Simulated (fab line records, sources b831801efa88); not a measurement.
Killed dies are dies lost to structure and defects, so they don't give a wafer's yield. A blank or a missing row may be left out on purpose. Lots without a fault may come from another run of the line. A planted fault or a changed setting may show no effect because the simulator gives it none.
fab line records | flow sfq_line
record lots=14 wafers=42 last_day=94
route steps=325 shown I1@74 M3@128 I4@165
lots that met no fault: from a run of the same line without faults
start_h: hours from the record's first day to the start of the lot's first wafer shown | wait_h: hours since the lot's step before | " the same as in the row above | L1.1+2: a row that stands for several wafers | - no value, or no start given | * or withheld: withheld | < > ~ a bound
route shown NAME@n: a module of which the file shows steps, and the number in the route of the first | usual: mean/standard deviation of fault-free wafers | same: alike in all rows | chamber/n: place in a boat | sites: the reading at each site | _std_site: their standard deviation | _edge_site: outer sites' mean less inner sites' | radius_mm: how far each site lies from the wafer's centre | mask NAME#n: copy n | behind: the tool/chamber that last shaped the wafer | hold: why the lot was held/for how many hours/how that ended | device: the transistor (n, p or np) that didn't switch | end of line: the same wafers' tests at the end of the route | a step without rows: its recipe alone | killed: dies lost to structure and defects at the first sort, not the wafer's yield | map: a wafer's dies, x killed, . not, _ none there
set.NAME: the setting as run; set.NAME@STEP: as run at that earlier step | model.NAME: the simulator's own value behind a step, which no gauge read
steps of the route over a sample of lots; a table a step, a row a wafer
services: from which hour (start_h, from the record's first day; less than 0 if before it) a tool's chamber was out of use, for how many hours, and why
## steps
# step SFQ_TRILAYER_I1_CMP_CMP_046
# recipe material=SiO2 down_force_psi=3 platen_rpm=60 pad_velocity_m_s=0.94248
# usual edge_zone_pressure_frac=1.000/0.0049 motor_current_A=10.5/1 time_to_endpoint_s=219/7.3
# columns lot.wafer tool chamber start_h wait_h edge_zone_pressure_frac motor_current_A time_to_endpoint_s
L954.1 cmp-01 1 624.24 3.0 0.998 11.1 222
L954.2 " 2 " " 0.999 12.0 228
L954.5 " 2 626.74 5.5 1.001 11.2 224
L956.2 cmp-02 2 642.88 0.0 1.001 10.3 204
L956.3 " 0 643.88 1.0 1.001 9.3 207
L956.6 " 3 645.38 2.5 1.000 11.9 206
L957.4 cmp-01 2 660.09 3.9 1.002 12.1 224
L957.3 " 0 661.09 4.9 1.002 10.4 220
L957.6 " 2 662.09 5.9 0.993 12.1 219
L958.1 cmp-01 1 675.22 1.0 1.006 10.4 227
L958.4 " 2 " " 0.989 11.7 234
L958.5 " 3 " " 1.003 9.4 227
L959.1 cmp-02 0 680.80 0.6 0.998 9.2 210
L959.3 " 3 682.30 2.1 1.000 12.5 209
L959.6 " 0 " " 0.991 9.0 221
L960.3 cmp-02 2 702.80 1.0 1.001 9.9 219
L960.4 " 3 " " 0.993 12.3 212
L960.6 " 0 " " 1.000 8.7 222
L961.4 cmp-01 3 710.20 0.0 1.001 9.7 225
L961.3 " 2 711.70 1.5 0.998 12.1 215
L961.5 " 0 712.70 2.5 1.003 10.5 221
L962.3 cmp-01 0 722.02 2.3 1.003 9.7 212
L962.2 " 1 " " 0.997 10.7 226
L962.1 " 3 723.52 3.8 0.988 9.7 212
L963.3 cmp-01 2 728.46 0.9 1.008 11.7 214
L963.6 " 1 729.96 2.3 0.998 10.5 224
L963.5 " 2 " " 1.008 11.8 221
L964.3 cmp-01 0 737.21 0.0 0.989 9.7 212
L964.4 " 3 738.71 1.5 1.004 9.4 217
L964.5 " 0 " " 0.996 10.0 227
L966.3 cmp-01 1 758.09 1.7 0.993 10.9 222
L966.4 " 2 " " 1.002 12.1 231
L966.5 " 1 760.09 3.7 0.996 10.0 231
L968.2 cmp-01 2 792.99 4.4 1.000 11.9 219
L968.3 " 3 " " 0.995 10.2 209
L968.4 " 0 " " 1.005 10.4 254
L969.3 cmp-02 1 806.48 0.8 1.003 10.6 204
L969.5 " 0 807.98 2.2 1.000 8.6 220
L969.6 " 1 " " 1.000 10.4 216
L970.3 cmp-01 0 810.99 1.7 0.996 9.8 256
L970.4 " 3 812.49 3.1 0.997 9.5 226
L970.5 " 1 813.49 4.1 0.999 10.5 234
# step SFQ_TRILAYER_I1_METRO_MEASURE_047
# usual thk_nm=200.2/1
# columns lot.wafer tool chamber start_h wait_h thk_nm
L954.1 film_metro-01 - 627.36 0.1 202.2
L954.2 " - " " 200.5
L954.5 " - " " 201.4
L956.2 film_metro-04 - 646.20 0.3 200.1
L956.3 " - " " 201.6
L956.6 " - " " 199.9
L957.3 film_metro-01 - 663.61 0.5 199.0
L957.4 " - " " 200.3
L957.6 " - " " 199.5
L958.1 film_metro-04 - 677.34 0.1 200.5
L958.4 " - " " 200.2
L958.5 " - " " 198.8
L959.1 film_metro-01 - 683.92 0.1 199.9
L959.3 " - " " 200.8
L959.6 " - " " 201.2
L960.3 film_metro-01 - 705.32 0.5 199.9
L960.4 " - " " 200.6
L960.6 " - " " 201.5
L961.3 film_metro-04 - 713.72 0.5 200.0
L961.4 " - " " 200.3
L961.5 " - " " 200.7
L962.1 film_metro-03 - 725.14 0.1 201.0
L962.2 " - " " 200.3
L962.3 " - " " 199.5
L963.3 film_metro-03 - 731.48 0.5 198.4
L963.5 " - " " 198.5
L963.6 " - " " 199.4
L964.3 film_metro-04 - 740.73 0.5 200.3
L964.4 " - " " 199.2
L964.5 " - " " 200.0
L966.3 film_metro-04 - 761.61 0.5 200.1
L966.4 " - " " 200.3
L966.5 " - " " 201.3
L968.2 film_metro-03 - 796.31 0.3 199.2
L968.3 " - " " 198.7
L968.4 " - " " 149.0
L969.3 film_metro-04 - 809.50 0.5 198.9
L969.5 " - " " 201.8
L969.6 " - " " 200.3
L970.3 film_metro-01 - 814.51 0.5 151.4
L970.4 " - " " 199.9
L970.5 " - " " 201.2
# step SFQ_TRILAYER_I1_VIA_ETCH_VIA_ETCH_052
# recipe target=SiO2 stop_on=Nb mask_material=PR taper_deg=20 chemistry=CHF3 target_depth_nm=260 source_w=500 bias_w=81.53 pressure_mtorr=30 time_s=withheld
# usual drypump_motor_current_A=5.9/0.51 oes_product_au=0.855/0.0049
# columns lot.wafer tool chamber start_h wait_h drypump_motor_current_A oes_product_au
L954.1 rie_diel-02 0 781.58 0.0 6.0 0.858
L954.2 " 2 " " 5.7 0.854
L954.5 " 2 " " 5.7 0.850
L956.2 rie_diel-01 2 802.35 0.0 5.6 0.851
L956.3 " 3 " " 5.8 0.862
L956.6 " 2 " " 5.6 0.852
L957.3 rie_diel-01 2 819.15 0.0 5.6 0.857
L957.4 " 1 " " 6.3 0.855
L957.6 " 2 " " 5.6 0.854
L958.1 rie_diel-02 1 835.95 0.0 6.7 0.857
L958.4 " 2 " " 5.7 0.851
L958.5 " 2 " " 5.8 0.854
L959.1 rie_diel-03 3 844.29 0.0 4.8 0.864
L959.3 " 1 " " 6.3 0.849
L959.6 " 1 " " 6.4 0.861
L960.3 rie_diel-01 1 863.49 0.0 6.2 0.849
L960.4 " 1 " " 6.3 0.857
L960.6 " 3 " " 5.8 0.850
L961.3 rie_diel-02 0 873.09 0.0 6.0 0.859
L961.4 " 0 " " 6.0 0.859
L961.5 " 3 " " 5.3 0.850
L962.1 rie_diel-03 2 881.49 0.0 6.4 0.856
L962.2 " 0 " " 5.6 0.862
L962.3 " 3 " " 4.8 0.861
L963.3 rie_diel-03 1 888.69 0.0 6.3 0.850
L963.5 " 3 " " 4.8 0.851
L963.6 " 0 " " 5.6 0.857
L964.3 rie_diel-03 2 898.42 0.0 6.4 0.852
L964.4 " 3 " " 4.8 0.861
L964.5 " 2 " " 6.4 0.855
L966.3 rie_diel-01 3 916.42 0.0 5.8 0.857
L966.4 " 0 " " 6.3 0.851
L966.5 " 3 " " 5.8 0.857
L968.2 rie_diel-02 3 944.02 0.0 5.3 0.858
L968.3 " 1 " " 6.7 0.851
L968.4 " 0 " " 6.1 0.731
L969.3 rie_diel-02 3 960.05 0.0 5.3 0.850
L969.5 " 3 " " 5.3 0.857
L969.6 " 0 " " 6.0 0.851
L970.3 rie_diel-01 0 967.25 0.0 6.3 0.730
L970.4 " 3 " " 5.8 0.858
L970.5 " 3 " " 5.8 0.847
# step SFQ_M3_OVL_MEAS_921
# usual M3_OVL=1/5.6
# columns lot.wafer tool chamber start_h wait_h M3_OVL[nm]
L954.1 overlay-01 - 1094.81 0.1 -4
L954.2 " - " " -8
L954.5 " - " " -4
L956.2 overlay-02 - 1119.06 0.1 -2
L956.3 " - " " 4
L956.6 " - " " -2
L957.3 overlay-02 - 1143.71 0.1 -1
L957.4 " - " " -7
L957.6 " - " " 1
L958.1 overlay-01 - 1152.10 0.1 11
L958.4 " - " " 12
L958.5 " - " " 11
L959.1 overlay-01 - 1161.70 0.1 4
L959.3 " - " " 0
L959.6 " - " " 5
L960.3 overlay-01 - 1182.23 0.1 3
L960.4 " - " " 7
L960.6 " - " " 2
L961.3 overlay-01 - 1193.16 0.1 0
L961.4 " - " " -5
L961.5 " - " " 1
L962.1 overlay-01 - 1199.15 0.1 -3
L962.2 " - " " -5
L962.3 " - " " -6
L963.3 overlay-01 - 1205.16 0.1 -2
L963.5 " - " " 1
L963.6 " - " " 6
L964.3 overlay-02 - 1217.16 0.1 1
L964.4 " - " " -7
L964.5 " - " " 3
L966.3 overlay-01 - 1231.56 0.1 3
L966.4 " - " " -2
L966.5 " - " " 4
L968.2 overlay-01 - 1260.60 0.1 7
L968.3 " - " " 2
L968.4 " - " " -4
L969.3 overlay-01 - 1273.61 0.1 21
L969.5 " - " " 14
L969.6 " - " " 14
L970.3 overlay-01 - 1277.21 0.1 3
L970.4 " - " " 1
L970.5 " - " " 0
# step SFQ_I4_BOW_MEAS_927
# recipe mode=bow
# usual I4_BOW=6/9.2
# columns lot.wafer tool chamber start_h wait_h I4_BOW[um]
L954.1 film_metro-03 - 1280.40 2.5 5
L954.2 " - " " 2
L954.5 " - " " 8
L956.2 film_metro-03 - 1290.29 2.0 7
L956.3 " - " " -6
L956.6 " - " " -5
L957.3 film_metro-03 - 1303.24 1.0 2
L957.4 " - " " 2
L957.6 " - " " 0
L958.1 film_metro-03 - 1312.59 1.5 7
L958.4 " - " " 4
L958.5 " - " " 11
L959.1 film_metro-04 - 1315.59 1.0 -10
L959.3 " - " " 5
L959.6 " - " " -4
L960.3 film_metro-03 - 1348.57 1.7 15
L960.4 " - " " 7
L960.6 " - " " 7
L961.3 film_metro-04 - 1353.49 1.0 12
L961.4 " - " " 19
L961.5 " - " " 16
L962.1 film_metro-04 - 1358.23 2.5 16
L962.2 " - " " 6
L962.3 " - " " -5
L963.3 film_metro-03 - 1366.27 2.5 1
L963.5 " - " " 3
L963.6 " - " " -2
L964.3 film_metro-02 - 1376.27 1.5 -7
L964.4 " - " " 5
L964.5 " - " " -5
L966.3 film_metro-03 - 1395.49 1.5 3
L966.4 " - " " -12
L966.5 " - " " 2
L968.2 film_metro-03 - 1463.96 2.0 18
L968.3 " - " " 14
L968.4 " - " " 11
L969.3 film_metro-04 - 1465.78 1.5 9
L969.5 " - " " 13
L969.6 " - " " 2
L970.3 film_metro-02 - 1466.98 1.0 -2
L970.4 " - " " 2
L970.5 " - " " 0
# step SFQ_I4_OVL_MEAS_928
# usual I4_OVL=3/4.5
# columns lot.wafer tool chamber start_h wait_h I4_OVL[nm]
L954.1 overlay-02 - 1426.37 0.1 7
L954.2 " - " " 5
L954.5 " - " " 4
L956.2 overlay-01 - 1437.18 0.1 -6
L956.3 " - " " -4
L956.6 " - " " 0
L957.3 overlay-02 - 1449.28 0.1 2
L957.4 " - " " 0
L957.6 " - " " 4
L958.1 overlay-02 - 1457.16 0.1 6
L958.4 " - " " 3
L958.5 " - " " 3
L959.1 overlay-02 - 1460.76 0.1 -1
L959.3 " - " " 0
L959.6 " - " " 0
L960.3 overlay-02 - 1494.15 0.1 4
L960.4 " - " " 2
L960.6 " - " " 3
L961.3 overlay-02 - 1496.55 0.1 -4
L961.4 " - " " 3
L961.5 " - " " -1
L962.1 overlay-02 - 1500.13 0.1 1
L962.2 " - " " 6
L962.3 " - " " 2
L963.3 overlay-02 - 1506.15 0.1 7
L963.5 " - " " 9
L963.6 " - " " 9
L964.3 overlay-02 - 1513.35 0.1 12
L964.4 " - " " -1
L964.5 " - " " 3
L966.3 overlay-01 - 1521.75 0.1 -1
L966.4 " - " " 7
L966.5 " - " " 0
L968.2 overlay-02 - 1576.18 0.1 -7
L968.3 " - " " -1
L968.4 " - " " -4
L969.3 overlay-02 - 1577.39 0.1 5
L969.5 " - " " 10
L969.6 " - " " 3
L970.3 overlay-02 - 1578.59 0.1 5
L970.4 " - " " 0
L970.5 " - " " 0
## services
# columns tool chamber start_h hours kind
cmp-01 - 621.24 3.0 repair
rie_diel-02 1 633.77 18.9 repair
rie_diel-01 0 646.90 27.1 repair
cmp-01 - 649.17 2.6 repair
film_metro-04 - 657.57 4.9 pm
rie_diel-02 - 661.80 0.8 repair
rie_diel-02 - 672.60 4.2 repair
film_metro-01 - 678.16 2.7 repair
film_metro-04 - 690.52 0.5 pm
rie_diel-02 0 692.17 3.9 repair
rie_diel-01 - 694.37 2.8 pm
rie_diel-01 1 703.97 10.1 repair
cmp-01 - 714.89 1.1 repair
cmp-01 - 725.81 2.1 repair
cmp-01 - 754.27 3.8 repair
rie_diel-01 - 763.01 0.3 repair
rie_diel-01 3 766.69 6.2 repair
film_metro-04 - 781.01 1.6 pm
film_metro-01 - 784.65 0.7 pm
film_metro-04 - 902.57 1.2 pm
cmp-01 - 918.02 4.0 pm
film_metro-04 - 935.52 0.5 pm
cmp-01 - 944.23 8.9 pm
cmp-01 - 966.33 1.7 repair
## key
first_sign step=SFQ_TRILAYER_I1_CMP_CMP_046 reading=time_to_endpoint_s direction=up sigmas=4.9 usual=* struck=*
effect step=SFQ_TRILAYER_I1_METRO_MEASURE_047 reading=thk_nm direction=down sigmas=49 usual=200.2 struck=150.2
effect step=SFQ_TRILAYER_I1_VIA_ETCH_VIA_ETCH_052 reading=oes_product_au direction=down sigmas=25 usual=0.855 struck=0.730
met_at SFQ_TRILAYER_I1_CMP_CMP_046
struck_lots L968,L970
struck_wafers L968.4,L970.3
not_acting_at SFQ_M3_OVL_MEAS_921,SFQ_I4_BOW_MEAS_927,SFQ_I4_OVL_MEAS_928
onset_between 737.21 792.99
fault kind=process_parameter_drift tool=cmp-01 chamber=0 onset_h=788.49 steps=SFQ_TRILAYER_I1_CMP_CMP_046 channel=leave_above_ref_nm offset=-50 shape=step end_h=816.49 acts_in=these_recipes_only stated=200
